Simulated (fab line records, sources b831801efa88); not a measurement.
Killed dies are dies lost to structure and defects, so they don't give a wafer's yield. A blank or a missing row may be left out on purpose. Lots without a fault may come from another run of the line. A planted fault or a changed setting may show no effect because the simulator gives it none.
fab line records | flow sky130
record lots=6 wafers=18 last_day=50
route steps=708 shown LDD_LDN@289 PAD_OPEN@708
lots that met no fault: from a run of the same line without faults
start_h: hours from the record's first day to the start of the lot's first wafer shown | wait_h: hours since the lot's step before | " the same as in the row above | L1.1+2: a row that stands for several wafers | - no value, or no start given | * or withheld: withheld | < > ~ a bound
route shown NAME@n: a module of which the file shows steps, and the number in the route of the first | usual: mean/standard deviation of fault-free wafers | same: alike in all rows | chamber/n: place in a boat | sites: the reading at each site | _std_site: their standard deviation | _edge_site: outer sites' mean less inner sites' | radius_mm: how far each site lies from the wafer's centre | mask NAME#n: copy n | behind: the tool/chamber that last shaped the wafer | hold: why the lot was held/for how many hours/how that ended | device: the transistor (n, p or np) that didn't switch | end of line: the same wafers' tests at the end of the route | a step without rows: its recipe alone | killed: dies lost to structure and defects at the first sort, not the wafer's yield | map: a wafer's dies, x killed, . not, _ none there
set.NAME: the setting as run; set.NAME@STEP: as run at that earlier step | model.NAME: the simulator's own value behind a step, which no gauge read
lots at some steps of the route; a table a step, a row a wafer
## steps
# step SKY_LDD_LDN_DEHYDRATE_00
# recipe temp_c=200 time_s=60
# step SKY_LDD_LDN_HMDS_01
# recipe prime_time_s=60 prime_temp_c=120
# step SKY_LDD_LDN_COAT_02
# recipe resist=NOVOLAK spin_rpm=3000 resist_thk_nm=1140
# step SKY_LDD_LDN_SOFTBAKE_03
# recipe temp_c=90 time_s=60 resist=NOVOLAK
# step SKY_LDD_LDN_EXPOSE_04
# recipe mask_id=LDNTM na=0.6 source_shape=conventional sigma_outer=0.6 polarization=unpolarized target_cd_nm=700 dose_mj=140
# step SKY_LDD_LDN_PEB_05
# recipe temp_c=withheld time_s=* resist=NOVOLAK
# step SKY_LDD_LDN_DEVELOP_06
# recipe resist=NOVOLAK developer=TMAH develop_time_s=60 dev_temp_c=23
# step SKY_LDD_LDN_OVL_MEAS_07
# usual LDD_LDN_OVL=0.4/1.3
# columns lot.wafer tool chamber start_h wait_h LDD_LDN_OVL[nm]
L749.3 overlay-01 - 528.36 0.1 3.1
L749.4 " - " " -0.2
L749.6 " - " " 0.2
L754.1 overlay-01 - 572.33 0.1 1.7
L754.3 " - " " 1.8
L754.6 " - " " 1.1
L753.1 overlay-02 - 577.23 0.1 1.3
L753.4 " - " " 0.0
L753.6 " - " " 0.9
L765.2 overlay-01 - 670.00 0.1 1.6
L765.3 " - " " 0.2
L765.6 " - " " 1.1
L768.3 overlay-01 - 696.59 0.1 0.3
L768.4 " - " " 0.6
L768.5 " - " " -0.7
L772.1 overlay-01 - 713.43 0.1 0.9
L772.5 " - " " 0.7
L772.6 " - " " 1.6
# step SKY_LDD_LDN_IMPLANT_08
# recipe species=As energy_kev=15 dose_cm2=1.25e+13 tilt_deg=withheld rotation_deg=23
# step SKY_LDD_LDN_IMPLANT_09
# recipe species=As energy_kev=15 dose_cm2=1.25e+13 tilt_deg=withheld rotation_deg=113
# step SKY_LDD_LDN_IMPLANT_10
# recipe species=As energy_kev=15 dose_cm2=1.25e+13 tilt_deg=withheld rotation_deg=203
# step SKY_LDD_LDN_IMPLANT_11
# recipe species=As energy_kev=15 dose_cm2=1.25e+13 tilt_deg=withheld rotation_deg=293
# step SKY_LDD_LDN_STRIP_12
# recipe chemistry=O2/N2 power_w=1400 pressure_mtorr=1500 platen_temp_c=withheld o2_flow_sccm=3000 n2_flow_sccm=300 overash_fraction=0.5
# usual chamber_pressure_mTorr=1499.9/1.4 drypump_motor_current_A=5.7/0.34 oes_product_au=0.715/0.0043 strip_time_to_endpoint_s=14.17/0.042
# columns lot.wafer tool chamber start_h wait_h chamber_pressure_mTorr drypump_motor_current_A oes_product_au rf_hours_counter_h strip_time_to_endpoint_s model.NOVOLAK_of_LDD_LDN_COAT_02.thk_nm
L749.3 plasma_asher-02 0 529.01 0.1 1498.0 5.6 0.714 - 14.14 0
L749.4 " 1 " " 1498.8 5.8 0.715 - 14.16 0
L749.6 " 0 " " 1498.4 5.6 0.720 - 14.13 0
L754.1 plasma_asher-02 1 572.96 0.1 - - - - - 1146
L754.3 " 1 " " - - - - - 1144
L754.6 " 0 " " - - - - - 1145
L753.1 plasma_asher-03 0 577.86 0.1 - - - - - 1139
L753.4 " 0 " " - - - - - 1138
L753.6 " 0 " " - - - - - 1137
L765.2 plasma_asher-02 1 670.63 0.1 1499.1 5.8 0.710 24 14.20 0
L765.3 " 0 " " 1501.2 5.6 0.718 - 14.18 0
L765.6 " 1 " " 1498.9 5.8 0.713 - 14.18 0
L768.3 plasma_asher-03 0 697.25 0.1 1501.6 5.1 0.712 - 14.18 0
L768.4 " 1 " " 1498.4 6.0 0.713 - 14.23 0
L768.5 " 0 " " 1499.4 5.0 0.717 - 14.21 0
L772.1 plasma_asher-03 0 714.06 0.1 1498.7 5.0 0.718 93 14.16 0
L772.5 " 0 " " 1500.6 5.1 0.723 - 14.21 0
L772.6 " 1 " " 1499.3 6.0 0.723 - 14.14 0
# step SKY_LDD_LDN_TW_MEAS_13
# usual LDD_LDN_TW=1471/20
# columns lot.wafer tool chamber start_h wait_h LDD_LDN_TW
L749.3 film_metro-02 - 529.10 0.1 1447
L749.4 " - " " 1449
L749.6 " - " " 1442
L754.1 film_metro-01 - 573.06 0.1 1459
L754.3 " - " " 1459
L754.6 " - " " 1455
L753.1 film_metro-03 - 577.96 0.1 1496
L753.4 " - " " 1496
L753.6 " - " " 1491
L765.2 film_metro-03 - 670.74 0.1 1495
L765.3 " - " " 1504
L765.6 " - " " 1496
L768.3 film_metro-01 - 697.34 0.1 1456
L768.4 " - " " 1458
L768.5 " - " " 1459
L772.1 film_metro-03 - 714.16 0.1 1497
L772.5 " - " " 1504
L772.6 " - " " 1497
# step SKY_PAD_OPEN_PROBE_99
# usual killed_at_M0_to_M3=43/7.5 killed_at_M4_up=3.2/1.9 killed_at_contacts=24/4.9 killed_at_front_end=15/4.3 killed_at_other=0.4/0.72 killed_dies=86/9.1 killed_on_rim=17/3.8 killed_open=47/6.5 killed_short=39/6.5
# same gross_dies=492 killed_at_back_side=0
# columns lot.wafer tool chamber start_h wait_h killed_at_M0_to_M3 killed_at_M4_up killed_at_contacts killed_at_front_end killed_at_other killed_dies killed_on_rim killed_open killed_short
L749.3 prober-02 - 1086.18 0.2 36 6 25 15 0 82 12 38 44
L749.4 prober-02 - 1086.23 0.2 43 4 25 22 0 94 25 44 49
L749.6 prober-02 - 1086.33 0.2 36 3 28 14 0 81 14 39 41
L754.1 prober-02 - 1113.85 0.1 44 2 21 424 1 492 96 40 46
L754.3 prober-02 - 1113.95 0.2 36 2 26 427 1 492 96 46 38
L754.6 prober-02 - 1114.10 0.2 53 3 32 403 1 492 96 62 43
L753.1 prober-01 - 1119.25 0.1 45 6 20 421 0 492 96 51 34
L753.4 prober-01 - 1119.40 0.2 43 2 26 421 0 492 96 46 35
L753.6 prober-01 - 1119.50 0.2 46 5 15 425 1 492 96 50 26
L765.2 prober-02 - 1176.35 0.1 55 5 16 11 0 87 14 51 36
L765.3 prober-02 - 1176.40 0.2 33 5 27 20 0 85 18 49 36
L765.6 prober-02 - 1176.55 0.2 42 4 25 15 1 87 18 57 30
L768.3 prober-02 - 1192.71 0.2 35 3 27 18 0 83 13 48 35
L768.4 prober-02 - 1192.76 0.2 36 4 18 18 0 76 16 47 29
L768.5 prober-02 - 1192.81 0.2 36 4 18 14 0 72 11 42 30
L772.1 prober-01 - 1207.90 0.1 59 2 17 8 0 86 20 49 37
L772.5 prober-01 - 1208.10 0.2 46 5 22 9 0 82 23 43 39
L772.6 prober-01 - 1208.15 0.2 45 4 30 16 0 95 16 54 40
# killed by level:class
L749.3 CONTACT:geometric_particle:short=8 VIA1:geometric_particle:open=8 LI_CONTACT:geometric_particle:open=7 METAL2:geometric_particle:short=7 CONTACT:geometric_particle:open=6 VIA2:geometric_particle:open=5 METAL4:geometric_particle:short=5 FIELD_ISO:geometric_particle:short=4
L749.4 CONTACT:geometric_particle:open=11 METAL3:geometric_particle:short=9 VIA1:geometric_particle:short=8 VIA1:geometric_particle:open=7 FIELD_ISO:geometric_particle:open=5 POLY_GATE:geometric_particle:open=5 LI_CONTACT:geometric_particle:open=5 METAL2:geometric_particle:short=5
L749.6 VIA1:geometric_particle:open=9 LI_CONTACT:geometric_particle:open=7 CONTACT:geometric_particle:open=7 METAL1:geometric_particle:short=7 CONTACT:geometric_particle:short=6 POLY_GATE:geometric_particle:open=5 LOCAL_INTERCONNECT:geometric_particle:short=5 VIA1:geometric_particle:short=4
L754.1 SPACER:area_cvd=406 VIA1:geometric_particle:open=11 VIA1:geometric_particle:short=7 VIA2:geometric_particle:open=7 FIELD_ISO:geometric_particle:short=6 VIA2:geometric_particle:short=6 CONTACT:geometric_particle:open=6 FIELD_ISO:geometric_particle:open=5
L754.3 SPACER:area_cvd=408 VIA1:geometric_particle:open=10 CONTACT:geometric_particle:open=9 VIA3:geometric_particle:short=7 VIA3:geometric_particle:open=7 POLY_GATE:geometric_particle:open=6 LI_CONTACT:geometric_particle:short=6 FIELD_ISO:geometric_particle:open=5
L754.6 SPACER:area_cvd=386 VIA2:geometric_particle:open=10 VIA1:geometric_particle:open=10 CONTACT:geometric_particle:open=10 VIA3:geometric_particle:open=9 LI_CONTACT:geometric_particle:open=8 METAL1:geometric_particle:short=6 METAL3:geometric_particle:short=6
L753.1 SPACER:area_cvd=405 CONTACT:geometric_particle:open=9 VIA2:geometric_particle:open=8 VIA1:geometric_particle:open=8 METAL2:geometric_particle:short=8 LI_CONTACT:geometric_particle:open=5 FIELD_ISO:geometric_particle:open=4 VIA3:geometric_particle:open=4
L753.4 SPACER:area_cvd=410 VIA1:geometric_particle:open=10 CONTACT:geometric_particle:open=9 LI_CONTACT:geometric_particle:open=9 METAL1:geometric_particle:short=8 VIA3:geometric_particle:open=7 METAL2:geometric_particle:short=5 FIELD_ISO:geometric_particle:open=3
L753.6 SPACER:area_cvd=413 VIA1:geometric_particle:open=11 VIA2:geometric_particle:open=7 CONTACT:geometric_particle:open=7 VIA3:geometric_particle:open=6 METAL1:geometric_particle:short=5 LI_CONTACT:geometric_particle:open=4 METAL1:geometric_particle:open=4
L765.2 VIA1:geometric_particle:open=14 METAL2:geometric_particle:short=9 VIA2:geometric_particle:open=7 CONTACT:geometric_particle:open=6 LI_CONTACT:geometric_particle:open=6 VIA1:geometric_particle:short=6 POLY_GATE:geometric_particle:short=4 VIA3:geometric_particle:open=4
L765.3 VIA1:geometric_particle:open=10 CONTACT:geometric_particle:open=10 LI_CONTACT:geometric_particle:open=7 FIELD_ISO:geometric_particle:open=6 FIELD_ISO:geometric_particle:short=6 METAL4:geometric_particle:short=5 POLY_GATE:geometric_particle:short=4 METAL3:geometric_particle:short=4
L765.6 VIA1:geometric_particle:open=12 LI_CONTACT:geometric_particle:open=9 VIA2:geometric_particle:open=9 CONTACT:geometric_particle:open=8 VIA3:geometric_particle:open=7 POLY_GATE:geometric_particle:open=5 METAL1:geometric_particle:short=4 LI_CONTACT:geometric_particle:short=4
L768.3 VIA3:geometric_particle:open=8 CONTACT:geometric_particle:open=7 CONTACT:geometric_particle:short=7 VIA2:geometric_particle:open=7 LOCAL_INTERCONNECT:geometric_particle:short=6 POLY_GATE:geometric_particle:open=5 LI_CONTACT:geometric_particle:open=5 VIA1:geometric_particle:open=5
L768.4 VIA1:geometric_particle:open=10 POLY_GATE:geometric_particle:open=8 VIA1:geometric_particle:short=6 CONTACT:geometric_particle:short=5 CONTACT:geometric_particle:open=5 FIELD_ISO:geometric_particle:open=4 LI_CONTACT:geometric_particle:open=4 VIA2:geometric_particle:open=4
L768.5 VIA1:geometric_particle:open=7 CONTACT:geometric_particle:open=6 VIA2:geometric_particle:short=6 VIA3:geometric_particle:open=6 LI_CONTACT:geometric_particle:open=5 METAL2:geometric_particle:short=5 METAL3:geometric_particle:short=5 FIELD_ISO:geometric_particle:open=4
L772.1 VIA1:geometric_particle:open=14 VIA2:geometric_particle:open=11 LOCAL_INTERCONNECT:geometric_particle:short=7 METAL1:geometric_particle:short=7 METAL2:geometric_particle:short=7 METAL3:geometric_particle:short=6 VIA3:geometric_particle:open=6 LI_CONTACT:geometric_particle:open=5
L772.5 METAL2:geometric_particle:short=11 VIA1:geometric_particle:open=9 CONTACT:geometric_particle:open=8 VIA3:geometric_particle:open=7 LI_CONTACT:geometric_particle:open=5 FIELD_ISO:geometric_particle:open=4 CONTACT:geometric_particle:short=4 METAL1:geometric_particle:short=4
L772.6 CONTACT:geometric_particle:open=14 VIA1:geometric_particle:open=9 LI_CONTACT:geometric_particle:open=7 VIA2:geometric_particle:open=7 FIELD_ISO:geometric_particle:short=6 FIELD_ISO:geometric_particle:open=5 CONTACT:geometric_particle:short=5 METAL1:geometric_particle:short=5
# map L753.1 (x killed, . not)
__________xxxxxxxxxx_________
________xxxxxxxxxxxxxx_______
______xxxxxxxxxxxxxxxxxx_____
_____xxxxxxxxxxxxxxxxxxxx____
____xxxxxxxxxxxxxxxxxxxxxx___
___xxxxxxxxxxxxxxxxxxxxxxxx__
__xxxxxxxxxxxxxxxxxxxxxxxxxx_
_xxxxxxxxxxxxxxxxxxxxxxxxxxxx
_xxxxxxxxxxxxxxxxxxxxxxxxxxxx
_xxxxxxxxxxxxxxxxxxxxxxxxxxxx
_xxxxxxxxxxxxxxxxxxxxxxxxxxxx
_xxxxxxxxxxxxxxxxxxxxxxxxxxxx
_xxxxxxxxxxxxxxxxxxxxxxxxxxxx
_xxxxxxxxxxxxxxxxxxxxxxxxxxxx
_xxxxxxxxxxxxxxxxxxxxxxxxxxxx
__xxxxxxxxxxxxxxxxxxxxxxxxxx_
___xxxxxxxxxxxxxxxxxxxxxxxx__
____xxxxxxxxxxxxxxxxxxxxxx___
_____xxxxxxxxxxxxxxxxxxxx____
______xxxxxxxxxxxxxxxxxx_____
________xxxxxxxxxxxxxx_______
__________xxxxxxxxxx_________
# map L754.1 (x killed, . not)
__________xxxxxxxxxx_________
________xxxxxxxxxxxxxx_______
______xxxxxxxxxxxxxxxxxx_____
_____xxxxxxxxxxxxxxxxxxxx____
____xxxxxxxxxxxxxxxxxxxxxx___
___xxxxxxxxxxxxxxxxxxxxxxxx__
__xxxxxxxxxxxxxxxxxxxxxxxxxx_
_xxxxxxxxxxxxxxxxxxxxxxxxxxxx
_xxxxxxxxxxxxxxxxxxxxxxxxxxxx
_xxxxxxxxxxxxxxxxxxxxxxxxxxxx
_xxxxxxxxxxxxxxxxxxxxxxxxxxxx
_xxxxxxxxxxxxxxxxxxxxxxxxxxxx
_xxxxxxxxxxxxxxxxxxxxxxxxxxxx
_xxxxxxxxxxxxxxxxxxxxxxxxxxxx
_xxxxxxxxxxxxxxxxxxxxxxxxxxxx
__xxxxxxxxxxxxxxxxxxxxxxxxxx_
___xxxxxxxxxxxxxxxxxxxxxxxx__
____xxxxxxxxxxxxxxxxxxxxxx___
_____xxxxxxxxxxxxxxxxxxxx____
______xxxxxxxxxxxxxxxxxx_____
________xxxxxxxxxxxxxx_______
__________xxxxxxxxxx_________
## key
first_sign step=SKY_LDD_LDN_STRIP_12 reading=tool_record direction=missing
effect step=SKY_PAD_OPEN_PROBE_99 reading=killed_at_front_end direction=up sigmas=94 usual=15 struck=420
model_effect step=SKY_LDD_LDN_STRIP_12 value=NOVOLAK_of_LDD_LDN_COAT_02.thk_nm without=0 struck=1142
more_kills_born_at SKY_SPACER_CVD_00@lpcvd-02=2428
met_at SKY_LDD_LDN_STRIP_12
struck_wafers L753.1,L753.4,L753.6,L754.1,L754.3,L754.6
later_rows_left_out L753.1,L753.4,L753.6,L754.1,L754.3,L754.6
tester_left_out L753,L754
onset_between 529.01 572.96
fault kind=skipped_step_whole tool=plasma_asher-02,plasma_asher-03 chamber=- onset_h=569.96 steps=SKY_LDD_LDN_STRIP_12 scope=struck_lots_only
# tester_left_out: of these lots the tester's yield and bins aren't shown, on N5 and GAA mostly nor the transistor test; their killed dies are dies lost to structure and defects alone, not to doping, threshold or leakage, so they don't give the yield
# later_rows_left_out: the simulator's readings of these wafers behind a module that went badly wrong aren't trusted and aren't shown, but for the sort
